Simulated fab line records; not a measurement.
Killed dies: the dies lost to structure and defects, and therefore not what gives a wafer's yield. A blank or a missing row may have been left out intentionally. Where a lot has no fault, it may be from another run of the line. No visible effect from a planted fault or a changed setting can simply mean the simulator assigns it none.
fab line records	flow sky130
record lots=11	wafers=33	lastDay=50
route steps=708 shown SONOS_ONO@182 POLY_GATE@213 RES_PROTECT@214 LDD_P@263 LDD_HVN@274
lots with no fault: from the same line, run without faults
startH: hours from the record's first day to the start of the lot's first wafer shown	waitH: hours elapsed since this lot's preceding step	" as in the row above	L1.1+2: a single row standing in for several wafers	- either no value or no given start	* or withheld: withheld	< > ~ a bound
route shown NAME@n: a module of which the file shows steps, and the number in the route of the first	usual: the fault-free wafers' mean and standard deviation	same: alike in all rows	chamber/n: place in a boat	sites: per-site readings	_std_site: standard deviation of those values	_edge_site: mean of outer sites minus mean of inner sites	radiusMm: for every site, how far away it sits from the centre of the wafer	mask NAME#n: copy n	behind: the last tool/chamber to shape the wafer	hold: cause of the lot's hold/its duration in hours/its outcome	device: names the non-switching transistor (n, p or np)	end of line: the route-end tests of the same wafers	where a step has no rows: the recipe by itself	killed: at the first sort, the dies lost to defects and structure; wafer yield is something else	map: dies across one wafer; x = killed, . = not, _ = none there
set.NAME: setting as actually run; set.NAME@STEP: the setting as run at that earlier step	model.NAME: the simulator's own value behind a step, which no gauge read
a sample of lots followed through the steps of the route, with each step as a table and each wafer as a row
services: from which hour (startH, from the record's first day; less than 0 if before it) a tool's chamber was out of use, for how many hours, and why
## steps
# step SKY_SONOS_ONO_OVL_MEAS_14
# usual SONOS_ONO_OVL=-0.5/1.6
lot.wafer	tool	chamber	startH	waitH	SONOS_ONO_OVL[nm]
L791.2	overlay-01	-	303.61	0.1	-3.0
L791.3	"	-	"	"	-3.1
L791.5	"	-	"	"	-2.6
L792.1	overlay-02	-	321.44	0.1	0.5
L792.4	"	-	"	"	-2.8
L792.5	"	-	"	"	-1.2
L794.1	overlay-01	-	323.11	0.1	1.2
L794.4	"	-	"	"	-1.1
L794.5	"	-	"	"	1.2
L796.3	overlay-02	-	354.42	0.1	-2.2
L796.4	"	-	"	"	0.0
L796.6	"	-	"	"	-1.6
L799.1	overlay-01	-	376.96	0.1	0.0
L799.2	"	-	"	"	-3.0
L799.6	"	-	"	"	-0.5
L805.1	overlay-02	-	433.31	0.1	-0.3
L805.2	"	-	"	"	-1.7
L805.4	"	-	"	"	-1.5
L804.2	overlay-01	-	435.19	0.1	1.1
L804.3	"	-	"	"	-0.2
L804.4	"	-	"	"	-1.3
L806.3	overlay-02	-	437.72	0.1	0.6
L806.5	"	-	"	"	0.9
L806.6	"	-	"	"	2.1
L808.3	overlay-02	-	447.03	0.1	0.7
L808.4	"	-	"	"	-2.0
L808.6	"	-	"	"	-3.7
L810.1	overlay-02	-	459.51	0.1	0.3
L810.2	"	-	"	"	2.7
L810.5	"	-	"	"	3.6
L811.1	overlay-02	-	473.36	0.1	-0.1
L811.2	"	-	"	"	0.7
L811.4	"	-	"	"	-0.6
# step SKY_POLY_GATE_IMPLANT_02
# recipe species=P	energyKev=30	doseCm2=7.7e+15	tiltDeg=0
# usual beamOnS=34.4/2.1	doseIonsCm2=7.7e+15/7e+12	endStationPressureTorr=1.12e-05/7.9e-07	faradayCurrentUA=12361/700
# same implantIonAmu=31
lot.wafer	tool	chamber	startH	waitH	beamOnS	doseIonsCm2	endStationPressureTorr	faradayCurrentUA
L791.2	implanter-01	0	363.07	0.1	33.4	7.699e+15	1.26e-05	12684
L791.3	"	0	"	"	34.1	7.705e+15	1.02e-05	12466
L791.5	"	0	"	"	32.8	7.705e+15	1.11e-05	12905
L792.1	implanter-04	0	386.07	0.1	36.6	7.705e+15	1.09e-05	11585
L792.4	"	0	"	"	36.9	7.71e+15	9.5e-06	11578
L792.5	"	0	"	"	37.8	7.709e+15	1.1e-05	11208
L794.1	implanter-01	0	386.37	0.1	33.5	7.691e+15	1.16e-05	12675
L794.4	"	0	"	"	34.0	7.693e+15	1.2e-05	12420
L794.5	"	0	"	"	33.0	7.696e+15	1.2e-05	12838
L796.3	implanter-01	0	421.70	0.1	33.5	7.698e+15	1.16e-05	12643
L796.4	"	0	"	"	32.0	7.701e+15	1.1e-05	13198
L796.6	"	0	"	"	33.5	7.697e+15	1.13e-05	12647
L799.1	implanter-01	0	447.19	0.1	33.6	7.691e+15	1.06e-05	12611
L799.2	"	0	"	"	33.0	7.694e+15	1.19e-05	12810
L799.6	"	0	"	"	33.5	7.688e+15	1.23e-05	12663
L805.1	implanter-01	0	501.22	0.1	21.1	4.702e+15	1.3e-05	12148
L805.2	"	0	"	"	20.0	4.707e+15	1.38e-05	12802
L805.4	"	0	"	"	20.4	4.709e+15	1.27e-05	12557
L804.2	implanter-01	0	501.52	0.1	20.7	4.711e+15	1.45e-05	12467
L804.3	"	0	"	"	20.0	4.698e+15	1.38e-05	12828
L804.4	"	0	"	"	20.7	4.708e+15	1.39e-05	12487
L806.3	implanter-01	0	503.49	0.1	20.1	4.693e+15	1.34e-05	12793
L806.5	"	0	"	"	20.2	4.696e+15	1.29e-05	12748
L806.6	"	0	"	"	20.1	4.692e+15	1.4e-05	12803
L808.3	implanter-02	0	514.65	0.1	31.5	7.698e+15	1.24e-05	13403
L808.4	"	0	"	"	32.4	7.696e+15	1.19e-05	13012
L808.6	"	0	"	"	33.0	7.708e+15	1.16e-05	12773
L810.1	implanter-04	0	530.65	0.1	36.8	7.695e+15	1.12e-05	11542
L810.2	"	0	"	"	37.5	7.703e+15	1.1e-05	11334
L810.5	"	0	"	"	36.0	7.705e+15	1.05e-05	11768
L811.1	implanter-04	0	540.37	0.1	37.9	7.7e+15	1.01e-05	11198
L811.2	"	0	"	"	37.0	7.696e+15	1.05e-05	11488
L811.4	"	0	"	"	37.7	7.705e+15	1.02e-05	11309
# step SKY_RES_PROTECT_STRIP_07
# recipe chemistry=O2/N2	powerW=1400	pressureMtorr=1500	platenTempC=withheld	o2FlowSccm=3000	n2FlowSccm=300	overashFraction=0.5
# usual chamberPressureMTorr=1500.0/1.3	drypumpMotorCurrentA=5.7/0.53	oesProductAu=0.518/0.0045	stripTimeToEndpointS=23.31/0.036
lot.wafer	tool	chamber	startH	waitH	chamberPressureMTorr	drypumpMotorCurrentA	oesProductAu	rfHoursCounterH	stripTimeToEndpointS
L791.2	plasmaAsher-04	1	363.19	0.1	1499.7	4.8	0.519	69	23.40
L791.3	"	1	"	"	1498.7	4.8	0.523	-	23.38
L791.5	"	1	"	"	1499.8	4.8	0.514	-	23.36
L792.1	plasmaAsher-03	0	386.22	0.1	1502.9	5.6	0.525	58	23.27
L792.4	"	0	"	"	1498.6	5.7	0.524	-	23.31
L792.5	"	1	"	"	1500.9	6.2	0.518	-	23.32
L794.1	plasmaAsher-04	1	386.52	0.1	1498.7	4.9	0.515	71	23.23
L794.4	"	1	"	"	1502.6	4.8	0.513	-	23.30
L794.5	"	0	"	"	1499.9	6.3	0.515	-	23.28
L796.3	plasmaAsher-01	0	421.83	0.1	1501.3	5.8	0.524	-	23.28
L796.4	"	1	"	"	1498.8	5.7	0.520	-	23.28
L796.6	"	1	"	"	1501.8	5.6	0.516	-	23.28
L799.1	plasmaAsher-03	1	447.34	0.1	1500.6	6.2	0.516	64	23.33
L799.2	"	0	"	"	1499.0	5.6	0.511	64	23.32
L799.6	"	0	"	"	1500.4	5.7	0.523	-	23.30
L805.1	plasmaAsher-04	0	501.37	0.1	1500.4	6.3	0.554	9	21.33
L805.2	"	1	"	"	1498.7	4.9	0.546	9	21.27
L805.4	"	0	"	"	1500.7	6.3	0.545	-	21.34
L804.2	plasmaAsher-01	1	501.65	0.1	1501.7	5.6	0.539	34	21.29
L804.3	"	0	"	"	1498.5	5.8	0.549	-	21.29
L804.4	"	1	"	"	1501.7	5.6	0.540	-	21.22
L806.3	plasmaAsher-03	1	503.63	0.1	1500.4	6.2	0.541	-	21.33
L806.5	"	1	"	"	1499.9	6.2	0.546	-	21.34
L806.6	"	0	"	"	1502.5	5.7	0.536	-	21.33
L808.3	plasmaAsher-04	1	514.78	0.1	1498.6	4.9	0.515	-	23.33
L808.4	"	0	"	"	1497.5	6.3	0.521	-	23.31
L808.6	"	0	"	"	1499.5	6.3	0.522	-	23.34
L810.1	plasmaAsher-03	0	530.80	0.1	1499.1	5.6	0.517	72	23.33
L810.2	"	1	"	"	1501.7	6.2	0.520	72	23.37
L810.5	"	1	"	"	1499.4	6.2	0.514	-	23.32
L811.1	plasmaAsher-03	0	540.52	0.1	1498.9	5.7	0.517	73	23.29
L811.2	"	1	"	"	1501.8	6.2	0.521	73	23.26
L811.4	"	1	"	"	1499.9	6.2	0.520	-	23.25
# step SKY_RES_PROTECT_TW_MEAS_08
# usual POLY_GATE_TW=4059/53
lot.wafer	tool	chamber	startH	waitH	POLY_GATE_TW
L791.2	filmMetro-04	-	363.30	0.1	4156
L791.3	"	-	"	"	4116
L791.5	"	-	"	"	4130
L792.1	filmMetro-04	-	386.32	0.1	4125
L792.4	"	-	"	"	4139
L792.5	"	-	"	"	4113
L794.1	filmMetro-02	-	386.62	0.1	3971
L794.4	"	-	"	"	3965
L794.5	"	-	"	"	3960
L796.3	filmMetro-02	-	421.92	0.1	4000
L796.4	"	-	"	"	3992
L796.6	"	-	"	"	3995
L799.1	filmMetro-01	-	447.44	0.1	4088
L799.2	"	-	"	"	4096
L799.6	"	-	"	"	4080
L805.1	filmMetro-02	-	501.47	0.1	3837
L805.2	"	-	"	"	3841
L805.4	"	-	"	"	3847
L804.2	filmMetro-01	-	501.76	0.1	3926
L804.3	"	-	"	"	3930
L804.4	"	-	"	"	3931
L806.3	filmMetro-02	-	503.71	0.1	3838
L806.5	"	-	"	"	3850
L806.6	"	-	"	"	3833
L808.3	filmMetro-02	-	514.87	0.1	3969
L808.4	"	-	"	"	4002
L808.6	"	-	"	"	4002
L810.1	filmMetro-01	-	530.90	0.1	4069
L810.2	"	-	"	"	4077
L810.5	"	-	"	"	4089
L811.1	filmMetro-02	-	540.62	0.1	4013
L811.2	"	-	"	"	3975
L811.4	"	-	"	"	4008
# step SKY_LDD_P_OVL_MEAS_08
# usual LDD_P_OVL=1.1/1.2
lot.wafer	tool	chamber	startH	waitH	LDD_P_OVL[nm]
L791.2	overlay-02	-	462.31	0.1	-0.1
L791.3	"	-	"	"	-0.5
L791.5	"	-	"	"	0.9
L792.1	overlay-02	-	481.87	0.1	0.6
L792.4	"	-	"	"	2.7
L792.5	"	-	"	"	0.1
L794.1	overlay-01	-	482.14	0.1	2.3
L794.4	"	-	"	"	2.9
L794.5	"	-	"	"	2.6
L796.3	overlay-02	-	521.08	0.1	1.2
L796.4	"	-	"	"	0.8
L796.6	"	-	"	"	3.0
L799.1	overlay-01	-	542.64	0.1	0.2
L799.2	"	-	"	"	1.8
L799.6	"	-	"	"	1.2
L805.1	overlay-01	-	594.89	0.1	1.3
L805.2	"	-	"	"	2.4
L805.4	"	-	"	"	1.4
L804.2	overlay-01	-	597.56	0.1	0.8
L804.3	"	-	"	"	2.5
L804.4	"	-	"	"	1.8
L806.3	overlay-01	-	599.58	0.1	0.2
L806.5	"	-	"	"	1.8
L806.6	"	-	"	"	1.5
L808.3	overlay-02	-	608.90	0.1	1.5
L808.4	"	-	"	"	2.0
L808.6	"	-	"	"	1.8
L810.1	overlay-02	-	623.90	0.1	2.1
L810.2	"	-	"	"	1.4
L810.5	"	-	"	"	1.3
L811.1	overlay-02	-	631.75	0.1	3.0
L811.2	"	-	"	"	1.1
L811.4	"	-	"	"	0.2
# step SKY_LDD_HVN_OVL_MEAS_07
# usual LDD_HVN_OVL=-0.1/1.4
lot.wafer	tool	chamber	startH	waitH	LDD_HVN_OVL[nm]
L791.2	overlay-02	-	492.60	0.1	-0.1
L791.3	"	-	"	"	-0.3
L791.5	"	-	"	"	-0.1
L792.1	overlay-01	-	512.07	0.1	0.7
L792.4	"	-	"	"	2.5
L792.5	"	-	"	"	0.0
L794.1	overlay-02	-	512.44	0.1	1.6
L794.4	"	-	"	"	-1.6
L794.5	"	-	"	"	2.1
L796.3	overlay-02	-	551.80	0.1	-0.3
L796.4	"	-	"	"	-0.1
L796.6	"	-	"	"	1.2
L799.1	overlay-02	-	573.07	0.1	-2.1
L799.2	"	-	"	"	-1.9
L799.6	"	-	"	"	-2.1
L805.1	overlay-01	-	623.57	0.1	-0.3
L805.2	"	-	"	"	0.9
L805.4	"	-	"	"	1.4
L804.2	overlay-01	-	625.87	0.1	-1.4
L804.3	"	-	"	"	-0.3
L804.4	"	-	"	"	-0.3
L806.3	overlay-02	-	628.98	0.1	-0.6
L806.5	"	-	"	"	-3.1
L806.6	"	-	"	"	-2.4
L808.3	overlay-01	-	637.73	0.1	-1.2
L808.4	"	-	"	"	-0.1
L808.6	"	-	"	"	-1.0
L810.1	overlay-01	-	652.40	0.1	1.2
L810.2	"	-	"	"	2.2
L810.5	"	-	"	"	3.4
L811.1	overlay-02	-	659.37	0.1	0.7
L811.2	"	-	"	"	0.4
L811.4	"	-	"	"	0.3
## services
tool	chamber	startH	hours	kind
implanter-04	-	340.87	0.6	repair
implanter-02	-	350.05	2.1	repair
implanter-02	-	376.76	4.0	repair
implanter-04	-	388.61	7.1	pm
plasmaAsher-04	-	404.28	1.1	repair
plasmaAsher-04	-	421.25	9.0	pm
plasmaAsher-04	0	421.25	9.0	ventCycle
plasmaAsher-04	1	421.25	9.0	ventCycle
plasmaAsher-04	0	430.25	-	clean
plasmaAsher-04	1	430.25	-	clean
plasmaAsher-01	-	451.72	25.9	repair
plasmaAsher-03	-	459.58	5.8	repair
plasmaAsher-04	-	475.77	2.8	pm
implanter-02	-	496.54	5.2	repair
implanter-04	-	519.72	4.4	repair
## key
firstSign step=SKY_POLY_GATE_IMPLANT_02	reading=doseIonsCm2	direction=down	sigmas=99+	usual=*	struck=*
effect step=SKY_POLY_GATE_IMPLANT_02	reading=beamOnS	direction=down	sigmas=6.8	usual=34.4	struck=20.4
effect step=SKY_RES_PROTECT_STRIP_07	reading=stripTimeToEndpointS	direction=down	sigmas=55	usual=*	struck=*
effect step=SKY_RES_PROTECT_TW_MEAS_08	reading=POLY_GATE_TW	direction=down	sigmas=3.6	usual=4059	struck=3870
metAt SKY_POLY_GATE_IMPLANT_02
struckLots L804,L805,L806
testerLeftOut L804,L805,L806
notActingAt SKY_SONOS_ONO_OVL_MEAS_14,SKY_LDD_P_OVL_MEAS_08,SKY_LDD_HVN_OVL_MEAS_07
onsetBetween 447.19 501.22
fault kind=processParameterDrift	tool=implanter-01	chamber=-	onsetH=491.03	steps=SKY_POLY_GATE_IMPLANT_02	channel=doseCm2	offset=*	shape=step	endH=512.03	actsIn=*	stated=*
# testerLeftOut: of these lots the tester's yield and bins aren't shown, on N5 and GAA mostly nor the transistor test; their killed dies are dies lost to structure and defects alone, not to doping, threshold or leakage, so they don't give the yield
